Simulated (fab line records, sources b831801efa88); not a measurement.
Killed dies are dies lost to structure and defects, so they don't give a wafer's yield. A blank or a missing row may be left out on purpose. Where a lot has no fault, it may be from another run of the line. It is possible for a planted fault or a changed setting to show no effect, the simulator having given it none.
The tool behind it: which one? ; flow sky130 ; Sampling: 13 lots, 37 wafers, 5 of 708 route steps

== WHAT THE GAUGES SHOWED, per wafer ==
SKY_NWELL_OVL_MEAS_23. Usual: for NWELL_01_OVL the level is 0.1 nm and the standard deviation is 1.4.
lot;measured;on;NWELL_01_OVL (nm);flag
L847;day 5 10:15;overlay-02;-0.3 -1.0 1.0;
L848;day 5 12:38;overlay-02;1.9 1.3 1.5;
L850;day 6 00:47;overlay-02;2.0 1.2 1.4;
L852;day 6 14:28;overlay-02;-2.5 -0.2 -1.5;
L853;day 6 19:19;overlay-02;-0.7 0.3 0.6;
L854;day 7 02:38;overlay-01;1.8 1.7 0.0;
L855;day 7 04:43;overlay-01;-0.7 0.4 0.3;
L856;day 7 11:11;overlay-02;0.4 -0.2 -0.9;
L862;day 9 02:51;overlay-01;-1.8 -1.0;
L863;day 10 03:52;overlay-01;0.8 -1.7;
L866;day 10 08:55;overlay-01;0.4 1.0 2.2;
L868;day 10 19:40;overlay-02;-0.5 -1.2 -1.1;
L870;day 11 10:29;overlay-01;1.4 1.5 2.7;

SKY_VT_ADJUST_HVTP_OVL_MEAS_08. Usual: for VT_ADJUST_HVTP_OVL the level is 0.0 nm and the standard deviation is 1.6.
lot;measured;on;VT_ADJUST_HVTP_OVL (nm);flag
L847;day 6 05:01;overlay-01;-2.1 -1.8 -2.3;
L848;day 6 07:10;overlay-01;0.9 0.1 0.5;
L850;day 6 18:52;overlay-01;0.1 -2.2 -0.4;
L852;day 7 09:35;overlay-02;0.9 -0.8 0.7;
L853;day 7 15:25;overlay-01;2.7 1.2 1.8;
L854;day 7 23:19;overlay-01;0.6 -0.6 2.0;
L855;day 8 00:37;overlay-02;0.5 0.2 -0.6;
L856;day 8 07:59;overlay-02;-0.9 -0.1 -1.3;
L862;day 10 02:04;overlay-02;0.1 -1.7;
L863;day 11 04:11;overlay-02;-2.5 -2.0;
L866;day 11 08:50;overlay-02;-2.6 -2.9 -2.6;
L868;day 11 20:27;overlay-02;-2.1 -1.5 -1.3;
L870;day 12 10:53;overlay-01;1.7 3.0 2.1;

SKY_VT_ADJUST_LVTN_TW_MEAS_10. Usual: for VT_ADJUST_LVTN_TW the level is 240.1 and the standard deviation is 1.2.
lot;measured;on;VT_ADJUST_LVTN_TW;flag
L847;day 6 22:26;film-metro-03;239.2 238.7 241.0;
L848;day 7 01:08;film-metro-02;239.4 240.4 239.7;
L850;day 7 14:35;film-metro-04;241.9 242.7 242.1;
L852;day 8 06:13;film-metro-02;239.5 238.5 239.8;
L853;day 8 11:48;film-metro-02;239.3 239.6 239.8;
L854;day 8 20:32;film-metro-03;238.9 239.5 239.2;
L855;day 8 21:33;film-metro-02;239.3 238.3 239.3;
L856;day 9 04:56;film-metro-04;242.3 240.9 241.2;
L862;day 11 01:30;film-metro-02;239.2 225.5 238.4 225.4;OFF
L863;day 12 03:43;film-metro-03;239.9 224.5 241.4 224.7;OFF
L866;day 12 08:45;film-metro-02;239.3 239.7 240.1;
L868;day 12 20:59;film-metro-03;238.2 240.1 237.6;
L870;day 13 12:58;film-metro-04;241.4 241.3 240.3;

== TOOL THAT RAN EACH LOT (tool first, then ch and the chambers of the sampled wafers, then the start) ==
lot;SKY_NWELL_STRIP_14;SKY_VT_ADJUST_LVTN_IMPLANT_08
L847;plasma-asher-02 ch 0,1, day 4 16:56;implanter-03 ch 0, day 6 22:11
L848;plasma-asher-02 ch 0,1, day 4 18:50;implanter-02 ch 0, day 7 00:53
L850;plasma-asher-01 ch 0,1, day 5 06:49;implanter-03 ch 0, day 7 14:20
L852;plasma-asher-01 ch 0,1, day 5 21:34;implanter-03 ch 0, day 8 05:59
L853;plasma-asher-01 ch 0,1, day 6 01:29;implanter-02 ch 0, day 8 11:34
L854;plasma-asher-02 ch 0,1, day 6 08:28;implanter-02 ch 0, day 8 20:17
L855;plasma-asher-02 ch 0, day 6 10:26;implanter-02 ch 0, day 8 21:19
L856;plasma-asher-03 ch 0,1, day 6 16:35;implanter-03 ch 0, day 9 04:43
L862;plasma-asher-01 ch 0,1, day 8 06:21;implanter-02 ch 0, day 11 01:17
L863;plasma-asher-02 ch 0, day 9 05:44;implanter-02 ch 0, day 12 03:31
L866;plasma-asher-03 ch 0,1, day 9 11:14;implanter-03 ch 0, day 12 08:31
L868;plasma-asher-03 ch 0,1, day 9 20:41;implanter-04 ch 0, day 12 20:44
L870;plasma-asher-02 ch 0,1, day 10 12:01;implanter-04 ch 0, day 13 12:44
- SKY_NWELL_STRIP_14: strips in O2/N2.
- SKY_VT_ADJUST_LVTN_IMPLANT_08

== AS READ BY THE TOOLS THEMSELVES (means over the sampled wafers that have a number; for cases with no such wafer, the mark the record gives instead) ==
SKY_NWELL_STRIP_14. Usual: drypump-motor-current-A 5.49 A, standard deviation 0.18; oes-product-au 0.723 a.u., standard deviation 0.0045; strip-time-to-endpoint-s 36.87 s, standard deviation 0.11.
lot;tool;drypump-motor-current-A (A);oes-product-au (a.u.);strip-time-to-endpoint-s (s);flag
L847;plasma-asher-02;5.50;0.723;37.12;
L848;plasma-asher-02;5.49;0.721;36.72;
L850;plasma-asher-01;5.38;0.721;36.79;
L852;plasma-asher-01;5.37;0.723;36.86;
L853;plasma-asher-01;5.41;0.723;36.85;
L854;plasma-asher-02;5.48;0.719;37.01;
L855;plasma-asher-02;5.47;0.721;36.86;
L856;plasma-asher-03;5.77;0.729;36.81;
L862;plasma-asher-01;5.34;0.725;36.92;
L863;plasma-asher-02;5.50;0.722;36.83;
L866;plasma-asher-03;5.60;0.719;36.89;
L868;plasma-asher-03;5.79;0.720;36.72;
L870;plasma-asher-02;5.48;0.723;36.80;

SKY_VT_ADJUST_LVTN_IMPLANT_08. Usual: faraday-current-uA reads 8.85 (standard deviation 0.19).
lot;tool;faraday-current-uA;flag
L847;implanter-03;8.91;
L848;implanter-02;8.83;
L850;implanter-03;8.65;
L852;implanter-03;8.70;
L853;implanter-02;9.00;
L854;implanter-02;8.91;
L855;implanter-02;9.06;
L856;implanter-03;8.93;
L862;implanter-02;8.93;
L863;implanter-02;8.89;
L866;implanter-03;8.87;
L868;implanter-04;8.94;
L870;implanter-04;8.94;

== THE ANSWER, worked out from the rows above alone ==
Rule: a lot counts as off when the mean over its wafers that have a number is more than 3 standard deviations away from the usual mean. A lot without any number at a reading at which 4 lots or more have one is off too. The other lots that the step has rows for count as sound. First the gauges in route order, then the tools' own readings, where a lot's mean is used as printed above. At the first step where some lot is off, the reading lying furthest off is the one used; lots without a number count as furthest.
Off: L862, L863, at SKY_VT_ADJUST_LVTN_TW_MEAS_10 (VT_ADJUST_LVTN_TW).
A tool fits if, at a process step before that reading, it ran every lot that is off, and no sound lot after the first of them. Those tools and the gauges at SKY_VT_ADJUST_LVTN_TW_MEAS_10 are tried in the same way. One candidate fits, namely implanter-02 at SKY_VT_ADJUST_LVTN_IMPLANT_08. Its last sound lot is L855 (day 8 21:19), its first lot that is off L862 (day 11 01:17): a fault that began between those two fits.

== WHAT THE SIMULATOR HAD INSERTED ==
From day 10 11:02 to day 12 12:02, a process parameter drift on implanter-02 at SKY_VT_ADJUST_LVTN_IMPLANT_08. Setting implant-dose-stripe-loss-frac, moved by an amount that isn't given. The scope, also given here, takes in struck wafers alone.
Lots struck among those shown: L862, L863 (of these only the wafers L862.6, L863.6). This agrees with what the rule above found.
